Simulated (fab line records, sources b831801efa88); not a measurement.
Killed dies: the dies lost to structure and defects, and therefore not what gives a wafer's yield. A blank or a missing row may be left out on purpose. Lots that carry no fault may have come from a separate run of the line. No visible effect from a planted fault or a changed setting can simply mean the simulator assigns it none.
Which tool is to blame? || flow sky130 || Sampling: 10 lots, 30 wafers, 5 of 708 route steps

WHAT THE GAUGES READ, wafer by wafer
SKY_CAP2M_OVL_MEAS_12.
{"lot": "L762", "measured": "day 41 09:16", "on": "overlay-02", "CAP2M_OVL (nm)": "3.0 1.8 0.7"}
{"lot": "L764", "measured": "day 42 03:40", "on": "overlay-02", "CAP2M_OVL (nm)": "1.5 0.8 -0.3"}
{"lot": "L763", "measured": "day 42 04:08", "on": "overlay-02", "CAP2M_OVL (nm)": "-0.1 4.5 1.8"}
{"lot": "L770", "measured": "day 43 23:26", "on": "overlay-01", "CAP2M_OVL (nm)": "1.1 1.6 2.2"}
{"lot": "L774", "measured": "day 44 20:04", "on": "overlay-02", "CAP2M_OVL (nm)": "1.7 -1.5 -1.2"}
{"lot": "L777", "measured": "day 45 13:46", "on": "overlay-01", "CAP2M_OVL (nm)": "0.4 1.8 0.8"}
{"lot": "L778", "measured": "day 46 01:16", "on": "overlay-02", "CAP2M_OVL (nm)": "-1.0 -1.6 -3.5"}
{"lot": "L779", "measured": "day 46 05:19", "on": "overlay-01", "CAP2M_OVL (nm)": "0.3 0.1 0.9"}
{"lot": "L780", "measured": "day 46 11:40", "on": "overlay-02", "CAP2M_OVL (nm)": "-0.4 1.0 2.8"}
{"lot": "L782", "measured": "day 46 15:07", "on": "overlay-01", "CAP2M_OVL (nm)": "0.3 1.2 0.6"}

SKY_METAL4_OVL_MEAS_14.
{"lot": "L762", "measured": "day 42 09:49", "on": "overlay-01", "METAL4_OVL (nm)": "2 -3 0"}
{"lot": "L764", "measured": "day 43 03:59", "on": "overlay-01", "METAL4_OVL (nm)": "-2 2 -10"}
{"lot": "L763", "measured": "day 43 04:34", "on": "overlay-01", "METAL4_OVL (nm)": "4 2 -8"}
{"lot": "L770", "measured": "day 44 21:14", "on": "overlay-01", "METAL4_OVL (nm)": "-5 -6 -7"}
{"lot": "L774", "measured": "day 45 18:05", "on": "overlay-01", "METAL4_OVL (nm)": "-3 2 8"}
{"lot": "L777", "measured": "day 46 11:31", "on": "overlay-02", "METAL4_OVL (nm)": "4 -3 -5"}
{"lot": "L778", "measured": "day 46 22:55", "on": "overlay-01", "METAL4_OVL (nm)": "2 -6 -6"}
{"lot": "L779", "measured": "day 47 03:01", "on": "overlay-02", "METAL4_OVL (nm)": "-3 -6 -4"}
{"lot": "L780", "measured": "day 47 08:38", "on": "overlay-02", "METAL4_OVL (nm)": "8 5 -3"}
{"lot": "L782", "measured": "day 47 12:28", "on": "overlay-02", "METAL4_OVL (nm)": "6 -1 9"}

SKY_VIA4_RS_MEAS_19: measures by four-point-probe.
{"lot": "L762", "measured": "day 43 11:22", "on": "film_metro-02", "VIA4_W_RS (ohm/sq)": "0.2264 0.2224 0.2263"}
{"lot": "L764", "measured": "day 44 05:43", "on": "film_metro-01", "VIA4_W_RS (ohm/sq)": "0.2278 0.2286 0.2297"}
{"lot": "L763", "measured": "day 44 06:01", "on": "film_metro-03", "VIA4_W_RS (ohm/sq)": "0.2263 0.2247 0.2252"}
{"lot": "L770", "measured": "day 45 21:02", "on": "film_metro-02", "VIA4_W_RS (ohm/sq)": "0.2245 0.4133 0.4041"}
{"lot": "L774", "measured": "day 46 16:56", "on": "film_metro-01", "VIA4_W_RS (ohm/sq)": "0.2244 0.4087 0.2257"}
{"lot": "L777", "measured": "day 47 10:28", "on": "film_metro-02", "VIA4_W_RS (ohm/sq)": "0.2286 0.2302 0.2303"}
{"lot": "L778", "measured": "day 47 21:07", "on": "film_metro-03", "VIA4_W_RS (ohm/sq)": "0.2267 0.2274 0.2274"}
{"lot": "L779", "measured": "day 48 00:38", "on": "film_metro-01", "VIA4_W_RS (ohm/sq)": "0.2311 0.2299 0.2323"}
{"lot": "L780", "measured": "day 48 06:49", "on": "film_metro-03", "VIA4_W_RS (ohm/sq)": "0.2280 0.2312 0.2281"}
{"lot": "L782", "measured": "day 48 09:38", "on": "film_metro-01", "VIA4_W_RS (ohm/sq)": "0.2303 0.2281 0.2303"}

SKY_VIA4_THK_MEAS_20: measures by xrf.
{"lot": "L762", "measured": "day 43 11:28", "on": "film_metro-02", "VIA4_W_THK (nm)": "499 510 500"}
{"lot": "L764", "measured": "day 44 05:49", "on": "film_metro-01", "VIA4_W_THK (nm)": "508 501 499"}
{"lot": "L763", "measured": "day 44 06:07", "on": "film_metro-03", "VIA4_W_THK (nm)": "506 507 507"}
{"lot": "L770", "measured": "day 45 21:08", "on": "film_metro-02", "VIA4_W_THK (nm)": "508 277 283"}
{"lot": "L774", "measured": "day 46 17:03", "on": "film_metro-01", "VIA4_W_THK (nm)": "511 280 505"}
{"lot": "L777", "measured": "day 47 10:34", "on": "film_metro-02", "VIA4_W_THK (nm)": "495 494 493"}
{"lot": "L778", "measured": "day 47 21:13", "on": "film_metro-03", "VIA4_W_THK (nm)": "504 506 505"}
{"lot": "L779", "measured": "day 48 00:45", "on": "film_metro-01", "VIA4_W_THK (nm)": "489 492 486"}
{"lot": "L780", "measured": "day 48 06:55", "on": "film_metro-03", "VIA4_W_THK (nm)": "507 498 505"}
{"lot": "L782", "measured": "day 48 09:45", "on": "film_metro-01", "VIA4_W_THK (nm)": "491 498 489"}

WHICH TOOL RAN EACH LOT (tool, then ch and the chambers of the sampled wafers, then the start)
{"lot": "L762", "SKY_VIA4_CVD_18": "cvd_w-01 ch 0,1, day 43 11:14"}
{"lot": "L764", "SKY_VIA4_CVD_18": "cvd_w-02 ch 0,1, day 44 05:34"}
{"lot": "L763", "SKY_VIA4_CVD_18": "cvd_w-01 ch 0,1, day 44 05:52"}
{"lot": "L770", "SKY_VIA4_CVD_18": "cvd_w-01 ch 0,1, day 45 20:52"}
{"lot": "L774", "SKY_VIA4_CVD_18": "cvd_w-01 ch 0,1, day 46 16:46"}
{"lot": "L777", "SKY_VIA4_CVD_18": "cvd_w-02 ch 0,1, day 47 10:17"}
{"lot": "L778", "SKY_VIA4_CVD_18": "cvd_w-02 ch 0, day 47 20:52"}
{"lot": "L779", "SKY_VIA4_CVD_18": "cvd_w-02 ch 0, day 48 00:22"}
{"lot": "L780", "SKY_VIA4_CVD_18": "cvd_w-02 ch 0,1, day 48 06:38"}
{"lot": "L782", "SKY_VIA4_CVD_18": "cvd_w-02 ch 0,1, day 48 09:28"}
- SKY_VIA4_CVD_18: deposits W, target thk 505 nm, time 152.14 s.

AS READ BY THE TOOLS THEMSELVES (means over the sampled wafers that have a number; for cases with no such wafer, the mark the record gives instead)
SKY_VIA4_CVD_18.
{"lot": "L762", "tool": "cvd_w-01", "chamber_pressure_Torr (Torr)": 40.08, "heater_power_w (W)": 802}
{"lot": "L764", "tool": "cvd_w-02", "chamber_pressure_Torr (Torr)": 39.98, "heater_power_w (W)": 730}
{"lot": "L763", "tool": "cvd_w-01", "chamber_pressure_Torr (Torr)": 40.09, "heater_power_w (W)": 745}
{"lot": "L770", "tool": "cvd_w-01", "chamber_pressure_Torr (Torr)": 40.02, "heater_power_w (W)": 812}
{"lot": "L774", "tool": "cvd_w-01", "chamber_pressure_Torr (Torr)": 39.97, "heater_power_w (W)": 747}
{"lot": "L777", "tool": "cvd_w-02", "chamber_pressure_Torr (Torr)": 40.07, "heater_power_w (W)": 770}
{"lot": "L778", "tool": "cvd_w-02", "chamber_pressure_Torr (Torr)": 39.98, "heater_power_w (W)": 687}
{"lot": "L779", "tool": "cvd_w-02", "chamber_pressure_Torr (Torr)": 39.95, "heater_power_w (W)": 686}
{"lot": "L780", "tool": "cvd_w-02", "chamber_pressure_Torr (Torr)": 39.90, "heater_power_w (W)": 728}
{"lot": "L782", "tool": "cvd_w-02", "chamber_pressure_Torr (Torr)": 40.03, "heater_power_w (W)": 727}

THE ANSWER, worked out from the rows above alone
Rule: the lots themselves supply what counts as usual. The widest of any qualifying gaps counts: lots, ordered by their means at a reading, are off when they make up no more than a third of the lots, leave a main group of 4 or more, and stand apart from it by 3 or more times the standard deviation of that group's means. If all means in a main group match to the digits the tables above print for the reading, that group is not used. Also off: a lot with no number at a reading for which 4 or more lots have one. All remaining lots with rows at the step are treated as sound. Order of review: gauges by route order, followed by the tools' own readings, for which a lot's mean as printed above is used. At the first step where some lot is off, the reading lying furthest off is the one used; lots without a number count as furthest.
Off: L770, L774, at SKY_VIA4_RS_MEAS_19 (VIA4_W_RS). For the main group the mean is 0.2282 ohm/sq and the standard deviation 0.002.
A tool fits if, at a process step before that reading, it ran every lot that is off, and no sound lot after the first of them. Gauges at SKY_VIA4_RS_MEAS_19: tried the same way as those tools. One fits: cvd_w-01 at SKY_VIA4_CVD_18. A fault onset in the window from L763 (day 44 05:52, its last sound lot) to L770 (day 45 20:52, its first lot off) fits.

WHAT WAS PUT IN BY THE SIMULATOR
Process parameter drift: cvd_w-01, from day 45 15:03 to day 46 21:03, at SKY_VIA4_CVD_18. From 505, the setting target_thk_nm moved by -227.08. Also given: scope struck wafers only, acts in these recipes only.
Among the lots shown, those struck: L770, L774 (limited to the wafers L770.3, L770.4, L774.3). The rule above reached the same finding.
